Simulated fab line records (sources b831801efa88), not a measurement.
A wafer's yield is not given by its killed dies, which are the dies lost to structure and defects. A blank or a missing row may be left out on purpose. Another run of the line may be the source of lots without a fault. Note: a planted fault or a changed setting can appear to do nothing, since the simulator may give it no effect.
Tool commonality check | flow gf180mcu | Sample size 12 lots and 36 wafers

== WHY THIS WAS OPENED ==
GF_NWELL_TW_MEAS_11, reading NWELL_TW: flagged on 2 of 12 lots. No-fault wafers: 1571, standard deviation 7.6.
Rule: a lot gets a flag if all its wafers with a number sit over 4 standard deviations from that mean, or if no wafer of it has a number. The other lots count as sound.

lot  | measured    | on           | NWELL_TW, wafer by wafer | flag
L496 | day 3 07:57 | filmMetro-01 | 1579 1577 1567           | 
L497 | day 3 11:56 | filmMetro-01 | 1584 1569 1579           | 
L499 | day 4 06:39 | filmMetro-01 | 1582 1575 1584           | 
L501 | day 4 20:45 | filmMetro-01 | 1569 1569 1573           | 
L503 | day 5 01:13 | filmMetro-02 | 1582 1584 1578           | 
L502 | day 5 01:54 | filmMetro-04 | 1572 1565 1572           | 
L510 | day 6 14:44 | filmMetro-01 | 1737 1740 1741           | FLAGGED
L511 | day 6 20:20 | filmMetro-04 | 1740 1745 1753           | FLAGGED
L513 | day 7 06:25 | filmMetro-02 | 1562 1556 1568           | 
L514 | day 7 13:24 | filmMetro-01 | 1565 1577 1578           | 
L515 | day 7 17:19 | filmMetro-02 | 1567 1554 1559           | 
L518 | day 8 11:22 | filmMetro-02 | 1563 1568 1567           | 
On average the flagged lots' numbers are 1743, which is +172 against the usual, or +23 standard deviations.

== WHICH TOOL RAN EACH LOT ==
The record holds 2 process steps before the reading, out of a route of 602 steps. Cell contents, in order: the tool; ch with the chambers the sampled wafers went through; the start.
lot  | flag    | GF_DNWELL_STRIP_08                 | GF_NWELL_IMPLANT_08
L496 |         | plasmaAsher-02 ch 0,1, day 2 18:45 | implanter-01 ch 0, day 3 07:33
L497 |         | plasmaAsher-04 ch 0,1, day 2 23:22 | implanter-04 ch 0, day 3 11:32
L499 |         | plasmaAsher-02 ch 0, day 3 16:20   | implanter-04 ch 0, day 4 06:16
L501 |         | plasmaAsher-02 ch 0,1, day 4 05:42 | implanter-01 ch 0, day 4 20:22
L503 |         | plasmaAsher-03 ch 0,1, day 4 11:03 | implanter-03 ch 0, day 5 00:51
L502 |         | plasmaAsher-04 ch 0, day 4 11:09   | implanter-04 ch 0, day 5 01:30
L510 | FLAGGED | plasmaAsher-02 ch 0,1, day 5 23:18 | implanter-03 ch 0, day 6 14:20
L511 | FLAGGED | plasmaAsher-02 ch 0,1, day 6 04:27 | implanter-03 ch 0, day 6 19:56
L513 |         | plasmaAsher-02 ch 0,1, day 6 14:07 | implanter-04 ch 0, day 7 06:01
L514 |         | plasmaAsher-03 ch 0,1, day 6 20:26 | implanter-01 ch 0, day 7 13:02
L515 |         | plasmaAsher-04 ch 0,1, day 7 00:56 | implanter-01 ch 0, day 7 16:57
L518 |         | plasmaAsher-02 ch 0,1, day 7 18:15 | implanter-01 ch 0, day 8 10:58
What is done by these steps:
- GF_DNWELL_STRIP_08: strips in O2/N2.
- GF_NWELL_IMPLANT_08
- GF_NWELL_TW_MEAS_11

== FLAGGED AGAINST TOTAL, ONE TOOL AT A TIME (gauges that did the reading follow at the end) ==
step                | tool           | lots run | flagged | share of the flagged lots | sound lots run after its first flagged lot
GF_DNWELL_STRIP_08  | plasmaAsher-02 | 7        | 2       | all                       | 2 (L513,L518)
GF_DNWELL_STRIP_08  | plasmaAsher-03 | 2        | 0       | none                      | -
GF_DNWELL_STRIP_08  | plasmaAsher-04 | 3        | 0       | none                      | -
GF_NWELL_IMPLANT_08 | implanter-01   | 5        | 0       | none                      | -
GF_NWELL_IMPLANT_08 | implanter-03   | 3        | 2       | all                       | 0
GF_NWELL_IMPLANT_08 | implanter-04   | 4        | 0       | none                      | -
GF_NWELL_TW_MEAS_11 | filmMetro-01   | 6        | 1       | some                      | 1 (L514)
GF_NWELL_TW_MEAS_11 | filmMetro-02   | 4        | 0       | none                      | -
GF_NWELL_TW_MEAS_11 | filmMetro-04   | 2        | 1       | some                      | 0

== WHAT THE TABLE PERMITS ==
plasmaAsher-02 at GF_DNWELL_STRIP_08 and implanter-03 at GF_NWELL_IMPLANT_08 are the 2 rows of the table that ran each flagged lot.
- plasmaAsher-02 at GF_DNWELL_STRIP_08 ran 7 lots, 2 of them flagged. Sound lots ran on it after the first flagged one (L513, L518), which a lasting fault on the whole tool wouldn't allow.
- implanter-03 at GF_NWELL_IMPLANT_08 ran 3 lots, 2 of them flagged. It ran its last sound lot, L503, at day 5 00:51 and its first flagged lot, L510, at day 6 14:20: a fault with its onset between the two fits. Its own readings (tiltDeg) fall more than 4 standard deviations out on all wafers of the flagged lots.
What remains is a single tool, implanter-03 at GF_NWELL_IMPLANT_08.

== WHAT HAD BEEN PUT IN BY THE SIMULATOR ==
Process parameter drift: implanter-03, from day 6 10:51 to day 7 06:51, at GF_NWELL_IMPLANT_08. A move of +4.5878 in setting tiltDeg, from 0. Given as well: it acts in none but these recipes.
Lots struck among those shown: L510, L511. The rule above reached the same finding.
